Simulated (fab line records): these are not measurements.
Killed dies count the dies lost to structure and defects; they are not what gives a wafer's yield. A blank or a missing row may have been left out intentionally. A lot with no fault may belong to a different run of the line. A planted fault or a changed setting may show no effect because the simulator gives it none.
2 desks looking at one fault -- flow gf180mcu -- numbers are kept per desk, each desk with only its own; the story behind them comes last

## FOR THE TOOL OWNER'S DESK: plasma_asher-03
The tool's own readings at GF_NWELL_STRIP_10 (strips in O2/N2): means of the sampled wafers that have a number, for each lot that ran on this tool. If a lot's mean is further than 4 standard deviations from the usual mean, the lot is out of limits and carries the mark OUT (the distance appears in the brackets).
Columns: A = drypump_motor_current_A at GF_NWELL_STRIP_10, usual 5.69 A; B = heater_power_w at GF_NWELL_STRIP_10, usual 313 W; C = o2_flow_sccm at GF_NWELL_STRIP_10, usual 3000 sccm; D = oes_product_au at GF_NWELL_STRIP_10, usual 0.722 a.u.; E = strip_time_to_endpoint_s at GF_NWELL_STRIP_10, usual 36.94 s
lot,first seen here,A,B,C,D,E
L880,day 3 13:31,5.74,304,2992,0.721,36.85
L889,day 5 13:20,5.74,306,3002,0.723,37.10
L890,day 5 19:41,5.73,300,3001,0.966 (+50) OUT,-
L900,day 8 02:41,5.78,367,3000,0.722,37.08
L901,day 8 10:53,5.71,272,3004,0.722,36.95
Finding of this desk: L890 out of limits; the first was L890 at day 5 19:41, on oes_product_au at GF_NWELL_STRIP_10. L880, L889, L900, L901 stayed within limits.

## THE METROLOGY DESK
Lot by lot, what the gauges showed, no matter which tool ran the lot: averages of those sampled wafers that carry a number. If a lot's mean is further than 4 standard deviations from the usual mean, the lot is out of limits and carries the mark OUT (the distance appears in the brackets).
Columns: A = LVPWELL_TW at GF_LVPWELL_TW_MEAS_11, usual 560.0; B = MVSD_OVL at GF_MVSD_OVL_MEAS_07, usual -1.1 nm; C = cd_nm at GF_M2_CD_MEAS_14, usual 280.5 nm; D = cd_nm at GF_V2_CD_MEAS_14, usual 259.4 nm
lot,first seen here,A,B,C,D
L880,day 4 03:07,559.5,-1.8,280.7,259.1
L881,day 4 07:16,556.8,-2.4,282.6,260.2
L884,day 5 00:25,560.3,0.2,281.3,261.0
L886,day 5 12:25,557.9,0.2,278.7,259.0
L888,day 5 23:50,560.4,-0.8,280.8,258.0
L889,day 6 04:02,560.1,-0.4,279.1,260.3
L890,day 6 10:43,522.4 (-16) OUT,0.7,279.4,258.9
L891,day 6 14:54,560.3,-0.2,279.1,257.5
L892,day 7 00:34,558.0,-0.5,280.8,260.2
L893,day 7 08:25,560.2,-1.1,279.3,259.1
L900,day 8 20:22,558.9,-1.4,281.7,260.6
L901,day 9 04:11,562.8,-1.3,279.6,257.5
L902,day 9 09:09,560.6,-1.8,278.2,260.7
This desk's finding: out of limits on L890; first on L890, day 6 10:43 (LVPWELL_TW at GF_LVPWELL_TW_MEAS_11). L880, L881, L884, L886, L888, L889, L891, L892, L893, L900, L901, L902 stayed within limits.

## BROUGHT TOGETHER
On L890, at day 5 19:41, an alarm was possible from the tool owner's desk.
An alarm was possible from the metrology desk at day 6 10:43, on L890.
On plasma_asher-03, each named lot ran GF_NWELL_STRIP_10.

## WHAT THE SIMULATOR HAD INSERTED
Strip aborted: plasma_asher-03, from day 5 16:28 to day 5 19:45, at GF_NWELL_STRIP_10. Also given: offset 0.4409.
Lots struck among those shown: L890.
Counting hours from when the fault started, the first reading out of limits came at 3 for the tool owner's desk and at 18 for the metrology desk.
